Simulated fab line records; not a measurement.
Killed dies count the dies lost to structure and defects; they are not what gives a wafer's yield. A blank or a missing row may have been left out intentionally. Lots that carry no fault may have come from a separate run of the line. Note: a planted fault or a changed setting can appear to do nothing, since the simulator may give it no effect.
One fault seen from 2 desks -- flow gf180mcu -- each desk has only its own numbers; what lay behind them comes last

## THE METROLOGY DESK
Lot by lot, what the gauges showed, no matter which tool ran the lot: averages of those sampled wafers that carry a number. If a lot's mean is further than 4 standard deviations from the usual mean, the lot is out of limits and carries the mark OUT (the distance appears in the brackets).
Columns: A = V5_OVL at GF_V5_OVL_MEAS_15, usual -2 nm; B = V5_W_RS at GF_V5_RS_MEAS_24, usual 0.3293 ohm/sq; C = V5_W_THK at GF_V5_THK_MEAS_25, usual 350 nm; D = TOP_METAL_ALCU_THK at GF_TOP_METAL_THK_MEAS_06, usual 911 nm
lot,first seen here,A,B,C,D
L993,day 27 04:31,-6,0.3279,353,908
L995,day 27 20:43,-2,0.3294,353,906
L997,day 28 12:19,-1,0.3299,348,925
L998,day 28 21:17,0,0.3294,348,899
L999,day 29 06:16,5,0.3289,351,903
L100,day 29 15:34,-1,0.3268,352,904
L101,day 29 22:51,-3,0.3295,349,915
L102,day 30 11:36,-0,0.3321,349,918
L103,day 30 12:18,-1,0.2659 (-23) OUT,445 (+27) OUT,901
L104,day 30 13:33,-9,0.3323,346,915
L114,day 33 02:04,-4,0.3293,352,910
This desk's finding: out of limits on L103; first on L103, day 30 13:20 (V5_W_RS at GF_V5_RS_MEAS_24). Within limits: L993, L995, L997, L998, L999, L100, L101, L102, L104, L114.

## THE TOOL OWNER'S DESK: cvd w-02
The tool's own readings at GF_V5_CVD_23 (deposits W, target thk 350 nm, time 104.9 s): means of the sampled wafers that have a number, for each lot that ran on this tool. If a lot's mean is further than 4 standard deviations from the usual mean, the lot is out of limits and carries the mark OUT (the distance appears in the brackets).
Columns: A = heater power w at GF_V5_CVD_23, usual 833 W; B = susceptor temp C at GF_V5_CVD_23, usual 400.01 C
lot,first seen here,A,B
L993,day 27 05:20,869,399.81
L100,day 29 16:22,865,400.12
L101,day 29 23:42,856,400.07
L102,day 30 12:28,875,400.10
L103,day 30 13:07,864,400.14
This desk found nothing out of limits on any of the 5 lots.

## BROUGHT TOGETHER
At day 30 13:20 the metrology desk could have sounded an alarm, on L103.
Nothing out of limits was seen by the tool owner's desk.
The tool owner's desk has L103 on record, within its limits.
Every lot named ran GF_V5_CVD_23 on cvd w-02.

## WHAT THE SIMULATOR PUT IN
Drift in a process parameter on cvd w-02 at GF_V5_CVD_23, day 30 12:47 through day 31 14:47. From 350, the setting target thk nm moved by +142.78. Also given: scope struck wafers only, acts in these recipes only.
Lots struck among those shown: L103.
Per desk, hours elapsed from the start of the fault to the first reading out of limits: for the metrology desk, 1.
